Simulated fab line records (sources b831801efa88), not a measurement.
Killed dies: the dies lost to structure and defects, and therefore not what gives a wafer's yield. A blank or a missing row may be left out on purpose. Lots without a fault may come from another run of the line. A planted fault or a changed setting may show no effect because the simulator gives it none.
Matching of chambers ; flow sky130 ; SKY_CONTACT_CVD_00 on pecvd-03 has 3 sister chambers
The step deposits Si3N4, target thk 75 nm. 3 wafers are shown with their chamber, then 10 later ones without.

== WAFERS WITH THEIR CHAMBER ==
wafer;chamber;heater-power-w (W)
L083.1;2;707
L085.1;1;696
L085.2;0;773

== WAFERS WITH NO CHAMBER GIVEN ==
wafer;heater-power-w (W)
L085.5;733
L089.1;778
L089.5;710
L089.6;785
L092.1;713
L092.2;757
L092.6;715
L094.1;747
L094.3;652
L094.6;674

== THE CHAMBER EACH PASSED THROUGH ==
wafer;from the rows above;in truth
L085.5;can't be placed: 2 or 1 or 0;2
L089.1;0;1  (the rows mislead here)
L089.5;can't be placed: 2 or 1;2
L089.6;0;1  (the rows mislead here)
L092.1;can't be placed: 2 or 1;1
L092.2;can't be placed: 0 or 2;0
L092.6;can't be placed: 2 or 1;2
L094.1;can't be placed: 0 or 2 or 1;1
L094.3;can't be placed: 1 or 2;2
L094.6;can't be placed: 1 or 2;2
Placed correctly: 0 of 10. Unplaceable from these rows: 8, with the true chamber sitting among the candidates in 8. Wrongly placed: 2.
How it was worked out, from the rows above alone: a wafer's distance from a chamber is the root of the sum, over the readings, of the square of ((its reading less the chamber's mean) divided by the reading's scatter). If the next closest chamber is less than 2 further off than the closest, the wafer can't be placed; otherwise it belongs to the closest. The mean given for a chamber averages the wafers shown for that chamber. The scatter: root of mean squared gap, hidden wafer to nearest shown wafer, with one shown wafer a chamber.
